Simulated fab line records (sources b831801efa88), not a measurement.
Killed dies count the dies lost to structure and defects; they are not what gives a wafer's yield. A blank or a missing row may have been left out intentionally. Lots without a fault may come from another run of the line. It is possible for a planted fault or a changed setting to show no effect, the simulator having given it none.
A lot that was struck, set against a sound lot    flow sky130    13 steps out of a route of 708
Sound: wafers L792.1, L792.2, L792.6. Wafers struck: L796.3, L796.4, L796.6. Last of all comes the cause.
For every step that has rows: the tool of each side, followed by ch and its chambers, followed by its first start. Under that, the readings that differ: sound wafers    struck wafers    difference of the means    sigmas: that difference in standard deviations of wafers without a fault.
alike: readings with means less than 2 such deviations apart, plus words and numbers identical on both sides. not compared: withheld readings, readings lacking a value on some wafer, bounds such as >300 that could conceal the same value, and numbers that have no deviation in the record and whose values overlap.
Wherever a step has rows on one side only, a row that says differs or no value, or a row with sigmas, the two part there. Numbers that don't overlap but have no deviation are shown without sigmas and don't part them. A reading that every wafer of one side lacks parts them only if that side has two wafers or more.

first, 2 steps without rows for these wafers: SKY_VIA4_PEB_09; SKY_VIA4_DEVELOP_10 (develop time 60 s).
SKY_VIA4_OVL_MEAS_11:
  struck on overlay-02, day 45 09:43; sound on overlay-01, day 43 18:10
  alike: VIA4_OVL
SKY_VIA4_ETCH_12: etches SiO2 in C4F8/O2/Ar, stops on TiN, target depth 580 nm.
  sound on rie_diel-04 ch 1,3, day 43 18:11; struck on rie_diel-04 ch 1,2,3, day 45 09:45
  alike: oes_product_au
SKY_VIA4_STRIP_13: strips in O2/N2.
  sound on plasma_asher-01 ch 0,1, day 43 18:16; struck on plasma_asher-02 ch 0,1, day 45 09:51
  alike: drypump_motor_current_A, oes_product_au, strip_time_to_endpoint_s
  not compared: rf_hours_counter_h
then, 3 steps without rows for these wafers: SKY_VIA4_STRIP_14 (strips in post etch residue remover, time 1200 s); SKY_VIA4_CLEAN_15 (cleans in IPA, time 180 s); SKY_VIA4_CLEAN_16 (cleans in O3/DIW).
SKY_VIA4_SPUTTER_17: material TiN, target thk 20 nm, time 80 s.
  struck on pvd_sputter-01, day 45 10:25; sound on pvd_sputter-01, day 43 18:52
  alike: cathode_dc_power_W, throttle_valve_pct
SKY_VIA4_CVD_18: deposits W, target thk 505 nm, time 152.14 s.
  sound on cvd_w-02 ch 0,1, day 43 18:55; struck on cvd_w-02 ch 0,1, day 45 10:31
  alike: heater_power_w
SKY_VIA4_RS_MEAS_19: a four-point-probe measurement.
  struck on film_metro-03, day 45 10:40; sound on film_metro-01, day 43 19:04
  alike: VIA4_W_RS
SKY_VIA4_THK_MEAS_20: measures by xrf.
  struck on film_metro-03, day 45 10:46; sound on film_metro-01, day 43 19:11
  alike: VIA4_W_THK
SKY_VIA4_CMP_21: polishes, stops on SiO2, t overpolish 25 s, target thk 0 nm.
  sound on cmp-02 ch 0,2, day 43 19:15; struck on cmp-01 ch 0,2, day 45 11:13
  no value came back on the struck wafers for any of 5 readings (edge_zone_pressure_frac, head_pressure_psi (psi) and others); on the sound wafers edge_zone_pressure_frac reads 1.005 0.994 1.006
reading                                   sound              struck             difference  sigmas
model.W_of_VIA4_CVD_18.thk_nm (nm)        0 0 0              506.7 516.3 502.9  +508.6      
model.SiO2_of_VIA4_HDPCVD_00.thk_nm (nm)  574.3 573.6 576.1  580.9 582.1 581.4  +6.8        

## WHERE THEY PART
SKY_VIA4_CMP_21 only, going by this record.

WHY: the cause the simulator had injected
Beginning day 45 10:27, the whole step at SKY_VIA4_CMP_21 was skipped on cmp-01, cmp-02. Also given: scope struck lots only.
